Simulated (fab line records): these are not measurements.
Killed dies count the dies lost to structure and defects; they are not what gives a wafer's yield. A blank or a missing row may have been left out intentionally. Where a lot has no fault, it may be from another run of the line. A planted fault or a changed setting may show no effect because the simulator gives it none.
A struck lot beside a sound one ; flow sky130 ; 32 out of 708 route steps
Sound: these wafers, L479.3, L479.4, L479.6. Struck: wafer L487.1 (left out: L487.2, a lot-mate that was not struck); the cause follows at the end.
Per side, at each step with rows, come the tool, then ch with its chambers, and then its first start. Under that, the readings that differ: sound wafers ; struck wafers ; difference of the means ; sigmas: that difference in standard deviations of wafers without a fault.
alike: readings whose means differ by less than 2 such deviations, and words and numbers that are the same on both sides. not compared: withheld readings, readings that some wafer has no value for, bounds like >300 that may hide the same value, and numbers for which the record gives no deviation and whose values overlap.
The two part at a step that has a row with sigmas, a row that says differs or no value, or rows on one side only. When numbers do not overlap yet have no deviation, they are printed without sigmas and do not part them. A reading missing from all wafers of one side parts the sides only when that side holds two or more wafers.

first, 3 steps without rows for these wafers: SKY_VIA1_STRIP_17 (strips in post etch residue remover, time 1200 s); SKY_VIA1_CLEAN_18 (cleans in IPA, time 180 s); SKY_VIA1_CLEAN_19 (cleans in O3/DIW).
SKY_VIA1_SPUTTER_20: material TiN, target thk 20 nm, time 80 s.
  struck on pvd_sputter-04, day 38 14:13; sound on pvd_sputter-04, day 34 22:18
reading;sound;struck;difference;sigmas
throttle_valve_pct (%);31.7 29.9 29.9;28.4;-2.1;-3
then, 1 step without rows for these wafers: SKY_VIA1_CVD_21 (deposits W, target thk 270 nm, time 80.902 s).
SKY_VIA1_RS_MEAS_22: a four-point-probe measurement.
  struck on film_metro-04, day 38 14:22; sound on film_metro-02, day 34 22:29
  alike: VIA1_W_RS
SKY_VIA1_THK_MEAS_23: measures by xrf.
  struck on film_metro-04, day 38 14:29; sound on film_metro-02, day 34 22:35
  alike: VIA1_W_THK
then, 2 steps without rows for these wafers: SKY_VIA1_CMP_24 (polishes, stops on SiO2, t overpolish 15 s, target thk 0 nm); SKY_METAL2_SPUTTER_00 (material Ti, target thk 15 nm, time 10 s).
SKY_METAL2_SPUTTER_01: material TiN, target thk 20 nm, time 16.7 s.
  struck on pvd_sputter-03, day 38 14:52; sound on pvd_sputter-03, day 34 22:57
  alike: throttle_valve_pct
then, 1 step without rows for these wafers: SKY_METAL2_SPUTTER_02 (material AlCu, target thk 250 nm, time 13.3 s).
SKY_METAL2_SPUTTER_03: material Ti, target thk 5 nm, time 3.3 s.
  struck on pvd_sputter-03, day 38 14:55; sound on pvd_sputter-03, day 34 23:00
  alike: throttle_valve_pct
SKY_METAL2_SPUTTER_04: material TiN, target thk 70 nm, time 58.3 s.
  struck on pvd_sputter-03, day 38 14:56; sound on pvd_sputter-03, day 34 23:01
reading;sound;struck;difference;sigmas
model.TiN_of_METAL2_SPUTTER_04.thk_nm (nm);69.54 69.65 69.68;62.16;-7.46;
  alike: throttle_valve_pct
SKY_METAL2_RS_MEAS_05: a four-point-probe measurement.
  struck on film_metro-03, day 38 14:59; sound on film_metro-04, day 34 23:07
  alike: METAL2_ALCU_RS
SKY_METAL2_THK_MEAS_06: measures by xrf.
  struck on film_metro-03, day 38 15:06; sound on film_metro-04, day 34 23:13
reading;sound;struck;difference;sigmas
METAL2_ALCU_THK (nm);245.0 248.8 246.1;256.0;+9.4;+3
then, 8 steps without rows for these wafers: SKY_METAL2_DEHYDRATE_07 (time 60 s); SKY_METAL2_HMDS_08 (prime time 60 s); SKY_METAL2_COAT_09 (resist thk 60 nm); SKY_METAL2_COAT_10 (resist thk 450 nm); SKY_METAL2_SOFTBAKE_11 (time 90 s); SKY_METAL2_EXPOSE_12 (exposes mask MM2, target cd 140 nm); SKY_METAL2_PEB_13; SKY_METAL2_DEVELOP_14 (develop time 60 s).
SKY_METAL2_CD_MEAS_15 targets a cd of 140 nm.
  struck on cd_sem-02, day 39 15:55; sound on cd_sem-01, day 36 01:11
  alike: cd_nm
SKY_METAL2_OVL_MEAS_16:
  struck on overlay-01, day 39 16:02; sound on overlay-01, day 36 01:17
  alike: METAL2_OVL
then, 1 step without rows for these wafers: SKY_METAL2_DESCUM_17 (chemistry O2, time 8 s).
SKY_METAL2_ETCH_18: etches BARC in N2/H2, stops on SiO2, time 45.9 s, target depth 60 nm.
  sound on rie_metal-01 ch 0,1, day 36 01:22; struck on rie_metal-02 ch 0, day 39 16:07
reading;sound;struck;difference;sigmas
drypump_motor_current_A (A);6.4 5.5 6.4;4.7;-1.4;-3
rf_hours_counter_h (h);- - -;9;no value on the sound wafers;
  alike: h2_flow_sccm, oes_product_au, throttle_valve_pct
then, 1 step without rows for these wafers: SKY_METAL2_METAL_ETCH_19 (etches the open film in Cl2/BCl3, stops on SiO2, target depth 360 nm, time 78 s).
SKY_METAL2_STRIP_20: strips in O2/N2.
  sound on plasma_asher-04 ch 0,1, day 36 01:31; struck on plasma_asher-03 ch 1, day 39 16:16
reading;sound;struck;difference;sigmas
rf_hours_counter_h (h);- - -;102;no value on the sound wafers;
  alike: drypump_motor_current_A, oes_product_au, strip_time_to_endpoint_s
SKY_METAL2_STRIP_21: strips in post etch residue remover, time 1200 s.
  sound on wet_bench-01 ch 2, day 36 01:35; struck on wet_bench-04 ch 3, day 39 16:22
reading;sound;struck;difference;sigmas
model.TiN_of_METAL2_SPUTTER_04.thk_nm (nm);69.12 69.23 69.26;61.75;-7.45;
then, 2 steps without rows for these wafers: SKY_METAL2_CLEAN_22 (cleans in IPA, time 180 s); SKY_PAD_OPEN_PROBE_99.

WHERE THEY PART
Last at SKY_METAL2_STRIP_20 as far as this record goes, first at SKY_VIA1_SPUTTER_20.

WHY: what the simulator had put in
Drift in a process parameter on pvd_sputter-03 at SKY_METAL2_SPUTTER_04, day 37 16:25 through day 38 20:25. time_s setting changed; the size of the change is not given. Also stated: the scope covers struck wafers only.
